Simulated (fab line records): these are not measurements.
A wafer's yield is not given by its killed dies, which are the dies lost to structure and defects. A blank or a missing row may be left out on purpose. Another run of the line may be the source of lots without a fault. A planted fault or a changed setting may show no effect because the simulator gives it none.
Matching of chambers :: flow gf180mcu :: GF_STI_CMP_25 on cmp-01: 4 sister chambers
The step polishes, stops on Si3N4, t overpolish 33 s, target thk 524.6 nm. 8 wafers are shown with their chamber, then 10 later ones without.

## WAFERS, EACH WITH ITS CHAMBER
wafer: L265.1
chamber: 2
motor_current_A (A): 11.5
time_to_endpoint_s (s): 119

wafer: L265.3
chamber: 0
motor_current_A (A): 12.4
time_to_endpoint_s (s): 121

wafer: L266.1
chamber: 1
motor_current_A (A): 13.1
time_to_endpoint_s (s): 127

wafer: L266.3
chamber: 2
motor_current_A (A): 12.1
time_to_endpoint_s (s): 121

wafer: L267.4
chamber: 0
motor_current_A (A): 11.4
time_to_endpoint_s (s): 120

wafer: L267.5
chamber: 3
motor_current_A (A): 13.4
time_to_endpoint_s (s): 124

wafer: L268.3
chamber: 1
motor_current_A (A): 12.7
time_to_endpoint_s (s): 121

wafer: L268.4
chamber: 3
motor_current_A (A): 12.5
time_to_endpoint_s (s): 126

## WAFERS WITHOUT THEIR CHAMBER
wafer: L268.6
motor_current_A (A): 13.6
time_to_endpoint_s (s): 123

wafer: L269.1
motor_current_A (A): 12.0
time_to_endpoint_s (s): 121

wafer: L269.3
motor_current_A (A): 13.3
time_to_endpoint_s (s): 131

wafer: L269.4
motor_current_A (A): 13.1
time_to_endpoint_s (s): 123

wafer: L270.3
motor_current_A (A): 12.6
time_to_endpoint_s (s): 118

wafer: L270.5
motor_current_A (A): 12.8
time_to_endpoint_s (s): 126

wafer: L270.6
motor_current_A (A): 11.9
time_to_endpoint_s (s): 112

wafer: L281.1
motor_current_A (A): 12.7
time_to_endpoint_s (s): 120

wafer: L281.4
motor_current_A (A): 13.5
time_to_endpoint_s (s): 123

wafer: L281.6
motor_current_A (A): 12.7
time_to_endpoint_s (s): 119

## CHAMBER TAKEN BY EACH
wafer: L268.6
from the rows above: can't be placed: 1 or 3 or 0
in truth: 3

wafer: L269.1
from the rows above: can't be placed: 0 or 2 or 1
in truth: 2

wafer: L269.3
from the rows above: can't be placed: 3 or 1
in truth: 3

wafer: L269.4
from the rows above: can't be placed: 1 or 3 or 0
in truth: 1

wafer: L270.3
from the rows above: can't be placed: 0 or 2 or 1 or 3
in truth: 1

wafer: L270.5
from the rows above: can't be placed: 3 or 1
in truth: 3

wafer: L270.6
from the rows above: can't be placed: 2 or 0
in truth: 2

wafer: L281.1
from the rows above: can't be placed: 0 or 2 or 1 or 3
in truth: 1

wafer: L281.4
from the rows above: can't be placed: 1 or 3 or 0
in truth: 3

wafer: L281.6
from the rows above: can't be placed: 0 or 2 or 1 or 3
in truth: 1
Correct placement for 0 of the 10. Can't be placed from these rows: 10 (the true chamber is among the candidates in 10). Placed wrongly: 0.
How it was worked out, from the rows above alone: a wafer's distance from a chamber is the root of the sum, over the readings, of the square of ((its reading less the chamber's mean) divided by the reading's scatter). The wafer belongs to the nearest chamber; if the next one is less than 2 further off, it can't be placed. The mean given for a chamber averages the wafers shown for that chamber. The scatter is the square root of a quotient: the sum, over the shown wafers, of each reading's squared deviation from its chamber's mean, divided by wafers minus chambers.
